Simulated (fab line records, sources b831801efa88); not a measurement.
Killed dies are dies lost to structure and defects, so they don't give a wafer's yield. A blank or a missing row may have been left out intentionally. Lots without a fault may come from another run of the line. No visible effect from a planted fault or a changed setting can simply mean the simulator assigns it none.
A lot that was struck, set against a sound lot / flow sky130 / 33 steps out of a route of 708
Sound: the wafers L774.2, L774.4, L774.5. Struck: wafer L782.4 (left out: L782.2, L782.5 of the same lot, which were not struck); the cause appears at the end.
Each step with rows lists, per side, the tool, then ch with its chambers, then its first start. Under that, the readings that differ: sound wafers / struck wafers / difference of the means / sigmas: that difference in standard deviations of wafers without a fault.
alike: same words and numbers on both sides, and readings whose means sit less than 2 such deviations apart. not compared: any withheld reading, any reading some wafer has no value for, any bound like >300 that may hide the same value, and any number with overlapping values for which the record gives no deviation.
A row with sigmas, a row that says differs or no value, or rows on one side alone: a step with any of these is where the two part. Numbers that don't overlap but have no deviation are shown without sigmas and don't part them. A reading that every wafer of one side lacks parts them only if that side has two wafers or more.

first, 4 steps without rows for these wafers: SKY_LOCAL_INTERCONNECT_SOFTBAKE_07 (time 90 s); SKY_LOCAL_INTERCONNECT_EXPOSE_08 (exposes mask LI1M, target cd 170 nm); SKY_LOCAL_INTERCONNECT_PEB_09; SKY_LOCAL_INTERCONNECT_DEVELOP_10 (develop time 60 s).
SKY_LOCAL_INTERCONNECT_CD_MEAS_11: target cd 170 nm.
  sound on cd-sem-01 at day 31 19:29; struck on cd-sem-01 at day 34 04:29
  alike: cd-nm
SKY_LOCAL_INTERCONNECT_OVL_MEAS_12:
  sound on overlay-02 at day 31 19:35; struck on overlay-02 at day 34 04:35
  alike: LOCAL_INTERCONNECT_OVL
then, 2 steps without rows for these wafers: SKY_LOCAL_INTERCONNECT_ETCH_13 (etches BARC in N2/H2, stops on SiO2, time 45.9 s, target depth 60 nm); SKY_LOCAL_INTERCONNECT_METAL_ETCH_14 (etches TiN in Cl2/BCl3, stops on PSG, target depth 110 nm, time 31.4 s).
SKY_LOCAL_INTERCONNECT_STRIP_15: strips in O2/N2.
  sound on plasma-asher-02 ch 0,1, day 31 19:51; struck on plasma-asher-02 ch 1, day 34 04:44
  alike: drypump-motor-current-A, oes-product-au, strip-time-to-endpoint-s
  not compared: rf-hours-counter-h
then, 3 steps without rows for these wafers: SKY_LOCAL_INTERCONNECT_STRIP_16 (strips in post etch residue remover, time 1200 s); SKY_LOCAL_INTERCONNECT_CLEAN_17 (cleans in IPA, time 180 s); SKY_LOCAL_INTERCONNECT_CLEAN_18 (cleans in O3/DIW).
SKY_CONTACT_CVD_00: deposits Si3N4, target thk 75 nm.
  sound on pecvd-02 ch 0,1, day 31 20:26; struck on pecvd-02 ch 0, day 34 05:19
reading=model.Si3N4_of_CONTACT_CVD_00.thk-nm (nm); sound=75.73 76.66 75.4; struck=27.44; difference=-48.49; sigmas=
  alike: heater-power-w
SKY_CONTACT_THK_MEAS_01:
  sound on film-metro-04 at day 31 20:29; struck on film-metro-03 at day 34 05:22
reading=CONTACT_CVD_00_THK (nm); sound=75.7 76.7 75.4; struck=27.4; difference=-48.5; sigmas=-51
then, 1 step without rows for these wafers: SKY_CONTACT_HDPCVD_02 (deposits SiO2, target thk 565 nm, time 94.2 s).
SKY_CONTACT_THK_MEAS_03:
  sound on film-metro-02 at day 31 20:37; struck on film-metro-02 at day 34 05:29
  alike: CONTACT_HDPCVD_THK
SKY_CONTACT_CMP_04: polishes SiO2.
  sound on cmp-02 ch 1,2,3, day 31 20:46; struck on cmp-01 ch 3, day 34 05:35
  alike: motor-current-A
SKY_CONTACT_BOW_MEAS_05:
  sound on film-metro-03 at day 31 20:59; struck on film-metro-02 at day 34 05:52
  alike: CONTACT_BOW
then, 8 steps without rows for these wafers: SKY_CONTACT_DEHYDRATE_06 (time 60 s); SKY_CONTACT_HMDS_07 (prime time 60 s); SKY_CONTACT_COAT_08 (resist thk 60 nm); SKY_CONTACT_COAT_09 (resist thk 450 nm); SKY_CONTACT_SOFTBAKE_10 (time 90 s); SKY_CONTACT_EXPOSE_11 (exposes mask CTM1, target cd 170 nm); SKY_CONTACT_PEB_12; SKY_CONTACT_DEVELOP_13 (develop time 60 s).
SKY_CONTACT_CD_MEAS_14: target cd 170 nm.
  sound on cd-sem-02 at day 33 00:49; struck on cd-sem-02 at day 35 11:11
  alike: cd-nm
SKY_CONTACT_OVL_MEAS_15:
  sound on overlay-02 at day 33 00:55; struck on overlay-01 at day 35 11:17
  alike: CONTACT_OVL
SKY_CONTACT_ETCH_16: etches BARC in N2/H2, stops on SiO2, time 45.9 s, target depth 60 nm.
  sound on rie-diel-01 ch 0,1,3, day 33 00:57; struck on rie-diel-03 ch 3, day 35 11:19
  alike: drypump-motor-current-A, oes-product-au, throttle-valve-pct
  not compared: rf-hours-counter-h
SKY_CONTACT_ETCH_17: etches SiO2 in C4F8/O2/Ar, stops on Si3N4, target depth 340 nm.
  sound on rie-diel-01 ch 0,1,3, day 33 00:59; struck on rie-diel-03 ch 3, day 35 11:22
  alike: oes-product-au
SKY_CONTACT_ETCH_18: etches Si3N4 in CHF3/O2, stops on TiN, time 39 s, target depth 75 nm.
  sound: rie-diel-01 ch 0,1,3; struck: rie-diel-03 ch 3
reading=oes-product-au (a.u.); sound=0.861 0.862 0.859; struck=0.554; difference=-0.307; sigmas=-40
reading=throttle-valve-pct (%); sound=8.807 8.774 8.790; struck=8.712; difference=-0.078; sigmas=-8
reading=model.etch.depth-nm (nm); sound=75.73 76.66 75.4; struck=27.44; difference=-48.49; sigmas=
  alike: drypump-motor-current-A
  not compared: rf-hours-counter-h
SKY_CONTACT_STRIP_19: strips in O2/N2.
  sound on plasma-asher-04 ch 0, day 33 01:05; struck on plasma-asher-04 ch 0, day 35 11:27
  alike: drypump-motor-current-A, oes-product-au, strip-time-to-endpoint-s
  not compared: rf-hours-counter-h
-- the record jumps here: 13 days lie between the struck wafers' starts before and after (it left off in module CONTACT and takes up again in module PAD_OPEN, whose first step shown is number 708 of the route) --
SKY_PAD_OPEN_PROBE_99:
  sound on prober-01 at day 46 21:04; struck on prober-02 at day 48 16:22
reading=killed-at-contacts; sound=38 26 32; struck=21; difference=-11; sigmas=-2
  alike: killed_at_M0_to_M3, killed_at_M4_up, killed-at-front-end, killed-at-other, killed-dies, killed-open, killed-short

== WHERE THEY PART ==
Last at SKY_PAD_OPEN_PROBE_99 as far as this record goes, first at SKY_CONTACT_THK_MEAS_01.

WHY: what had been put in by the simulator
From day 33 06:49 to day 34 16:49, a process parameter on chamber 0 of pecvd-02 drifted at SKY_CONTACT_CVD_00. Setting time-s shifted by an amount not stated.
